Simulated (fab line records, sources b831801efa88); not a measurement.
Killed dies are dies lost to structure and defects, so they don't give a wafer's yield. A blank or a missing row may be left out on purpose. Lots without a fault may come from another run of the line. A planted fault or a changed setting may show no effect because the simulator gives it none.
Which tool did it? | flow gf180mcu | 12 lots, 36 wafers sampled, at 5 steps of a route of 602

WHAT THE GAUGES READ, wafer by wafer
GF_TOP_METAL_THK_MEAS_06: measures by xrf.
lot  | measured     | on            | TOP_METAL_ALCU_THK (nm)
L075 | day 27 17:58 | film_metro-01 | 903 899 907
L077 | day 28 01:23 | film_metro-03 | 901 906 889
L079 | day 28 18:35 | film_metro-03 | 894 908 895
L081 | day 29 16:26 | film_metro-01 | 900 905 897
L083 | day 30 02:58 | film_metro-03 | 890 901 891
L085 | day 30 21:10 | film_metro-03 | 876 885 883
L087 | day 31 04:25 | film_metro-03 | 882 895 887
L089 | day 31 21:50 | film_metro-01 | 894 886 896
L090 | day 32 11:36 | film_metro-03 | 883 880 884
L093 | day 32 23:56 | film_metro-01 | 896 880 893
L095 | day 33 06:23 | film_metro-03 | 897 895 897
L097 | day 33 11:48 | film_metro-03 | 875 898 885

WHICH TOOL RAN EACH LOT (tool, then ch and the chambers of the sampled wafers, then the start)
lot  | GF_V2_ETCH_16                      | GF_V3_CVD_23                  | GF_V4_SPUTTER_22             | GF_MIM_STRIP_20
L075 | rie_diel-02 ch 0,2,3, day 20 18:41 | cvd_w-01 ch 0,1, day 22 22:21 | pvd_sputter-03, day 24 22:10 | plasma_asher-01 ch 0,1, day 25 20:18
L077 | rie_diel-03 ch 1,2,3, day 21 04:35 | cvd_w-02 ch 0,1, day 23 07:25 | pvd_sputter-04, day 25 06:49 | plasma_asher-01 ch 0,1, day 26 04:59
L079 | rie_diel-03 ch 0,3, day 22 03:26   | cvd_w-01 ch 0,1, day 24 04:08 | pvd_sputter-04, day 26 01:44 | plasma_asher-03 ch 0,1, day 26 23:14
L081 | rie_diel-04 ch 0,2,3, day 23 06:02 | cvd_w-01 ch 0,1, day 25 05:18 | pvd_sputter-03, day 27 00:54 | plasma_asher-03 ch 1, day 27 21:39
L083 | rie_diel-02 ch 2,3, day 23 17:38   | cvd_w-01 ch 0,1, day 25 16:05 | pvd_sputter-03, day 27 12:08 | plasma_asher-04 ch 0,1, day 28 08:20
L085 | rie_diel-04 ch 0,1,3, day 24 15:41 | cvd_w-02 ch 1, day 26 13:05   | pvd_sputter-04, day 28 08:23 | plasma_asher-03 ch 0,1, day 29 04:25
L087 | rie_diel-02 ch 0,3, day 24 23:46   | cvd_w-01 ch 1, day 26 20:56   | pvd_sputter-03, day 28 16:08 | plasma_asher-03 ch 0,1, day 29 12:29
L089 | rie_diel-02 ch 0,2, day 25 21:59   | cvd_w-01 ch 0,1, day 27 18:18 | pvd_sputter-02, day 29 11:57 | plasma_asher-03 ch 0,1, day 30 06:55
L090 | rie_diel-02 ch 0,2, day 26 12:38   | cvd_w-02 ch 0, day 28 08:41   | pvd_sputter-03, day 30 02:36 | plasma_asher-03 ch 1, day 30 21:17
L093 | rie_diel-04 ch 1,3, day 26 23:22   | cvd_w-02 ch 0,1, day 28 19:18 | pvd_sputter-04, day 30 11:58 | plasma_asher-03 ch 0,1, day 31 07:08
L095 | rie_diel-04 ch 0,2,3, day 27 12:38 | cvd_w-01 ch 0, day 29 07:41   | pvd_sputter-03, day 30 23:50 | plasma_asher-03 ch 0,1, day 31 18:31
L097 | rie_diel-03 ch 1,2, day 27 19:37   | cvd_w-02 ch 0,1, day 29 14:08 | pvd_sputter-03, day 31 05:42 | plasma_asher-03 ch 0,1, day 32 00:08
- GF_V2_ETCH_16: etches BARC in N2/H2.
- GF_V3_CVD_23: deposits W, target thk 350 nm, time 104.9 s.
- GF_V4_SPUTTER_22: material TiN, target thk 10 nm, time 40 s.
- GF_MIM_STRIP_20: strips in O2/N2.

THE ANSWER, worked out from the rows above alone
Rule: what is usual is taken from the lots themselves. Put in order of their means at a reading, lots are off if they are a third of the lots or fewer, leave a main group of 4 or more, and stand apart from it by a gap of 3 or more times the standard deviation of the main group's means; of several such gaps the widest counts. A main group whose means are all the same, to the digits that the tables above print for the reading, isn't used. A lot without any number at a reading at which 4 lots or more have one is off too. The other lots that the step has rows for count as sound.
No lot is off at any reading shown: from this, nothing can be told.

WHAT THE SIMULATOR HAD PUT IN
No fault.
